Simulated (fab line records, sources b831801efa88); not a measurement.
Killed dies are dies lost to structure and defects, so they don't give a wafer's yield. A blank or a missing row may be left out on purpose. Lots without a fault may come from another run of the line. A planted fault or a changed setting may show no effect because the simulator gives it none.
Split-lot experiment | flow sky130 | 5 lots, 23 wafers read, on a route of 708 steps

THE SPLIT
At SKY_DNWELL_COAT_02 (resist thk 3000 nm), the setting resist_thk_nm was moved away from the recipe's 3000 nm on 7 of the 23 wafers read, by -5.6% to +2.2%. The other wafers ran this setting at the recipe's value.

The reading is taken at the split's own step.

THE READING
coat_of_DNWELL_COAT_02.thk_nm (the simulator's own value, which no gauge read), in nm, at SKY_DNWELL_COAT_02 (resist thk 3000 nm). The file gives no usual value for it. The 16 wafers here that ran the recipe average 2997 nm, standard deviation 6.5 nm.

wafer  | tool, chamber at the split | resist_thk_nm as run, nm | against the recipe | coat_of_DNWELL_COAT_02.thk_nm, nm | against lot-mates on the recipe
L074.1 | litho_track-03, 0          | 3000                     | recipe             | 2991                              | -
L074.4 | litho_track-03, 0          | 3000                     | recipe             | 2991                              | -
L074.2 | litho_track-03, 0          | 3000                     | recipe             | 2998                              | -
L074.3 | litho_track-03, 0          | 3000                     | recipe             | 2995                              | -
L074.6 | litho_track-03, 0          | 3000                     | recipe             | 2985                              | -
L078.1 | litho_track-01, 0          | 2831                     | -5.6%              | 2843                              | -159
L078.2 | litho_track-01, 0          | 2831                     | -5.6%              | 2835                              | -167
L078.4 | litho_track-01, 0          | 3000                     | recipe             | 3004                              | -
L078.5 | litho_track-01, 0          | 2831                     | -5.6%              | 2832                              | -170
L078.6 | litho_track-01, 0          | 3000                     | recipe             | 3000                              | -
L081.2 | litho_track-03, 0          | 3000                     | recipe             | 2997                              | -
L081.3 | litho_track-03, 0          | 3000                     | recipe             | 3004                              | -
L081.6 | litho_track-03, 0          | 3000                     | recipe             | 3007                              | -
L083.1 | litho_track-01, 0          | 3000                     | recipe             | 3003                              | -
L083.2 | litho_track-01, 0          | 3000                     | recipe             | 3005                              | -
L083.4 | litho_track-01, 0          | 3000                     | recipe             | 3001                              | -
L083.5 | litho_track-01, 0          | 3059                     | +2.0%              | 3069                              | +66
L083.6 | litho_track-01, 0          | 3059                     | +2.0%              | 3066                              | +63
L085.1 | litho_track-03, 0          | 3066                     | +2.2%              | 3056                              | +65
L085.2 | litho_track-03, 0          | 3000                     | recipe             | 2986                              | -
L085.3 | litho_track-03, 0          | 3000                     | recipe             | 2993                              | -
L085.4 | litho_track-03, 0          | 3066                     | +2.2%              | 3057                              | +66
L085.6 | litho_track-03, 0          | 3000                     | recipe             | 2995                              | -

THE FIT
A straight line over all 23 wafers: coat_of_DNWELL_COAT_02.thk_nm changes by +28.9 nm for each +1% of resist_thk_nm; r = +0.99; the points scatter about the line by 7.4 nm.
The same after taking each lot's own level away (the mean of its wafers on the recipe; 23 wafers): +29.7 nm for each +1%; r = +1.00; scatter 4.1 nm.
On that fit, the largest move of resist_thk_nm shifts the reading by 1.7e+02 nm.
The lots' own levels span 2991.3 to 3003.0 nm, that is 1.8 times the standard deviation above.
So the lot-to-lot level changes the slope little: the two slopes agree.
Check: with one of the wafers moved furthest among these (-5.6%) left out of the fit, the line predicts -169 nm for it against its lot-mates. It came out at -159 nm against them.

OTHER SPLITS ON THESE WAFERS
These wafers also went through other splits before the reading. Each is held against what the fit with the lots' levels taken away leaves over:
other split on the same wafers       | wafers away from the commonest value | r with coat_of_DNWELL_COAT_02.thk_nm (lot level and that fit taken away)
SKY_FIELD_ISO_OXIDATION_01 ox_time_s | 15                                   | +0.14
SKY_FIELD_ISO_WET_ETCH_30 time_s     | 15                                   | +0.13

THE WHOLE CHAIN: every reading that the file lists as answering this split, in the file's order
step                | what it does       | reading                                                                        | change (the file's fit)              | r (the file's)
SKY_DNWELL_COAT_02  | resist thk 3000 nm | coat_of_DNWELL_COAT_02.thk_nm (the simulator's own value, which no gauge read) | +29.7 nm for each +1% of the setting | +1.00
SKY_DNWELL_STRIP_08 | strips in O2/N2    | strip_time_to_endpoint_s                                                       | withheld for each +1% of the setting | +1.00

THE FILE'S OWN FIT
coat_of_DNWELL_COAT_02.thk_nm changes by +29.7 nm for each +1% of resist_thk_nm, r = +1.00.
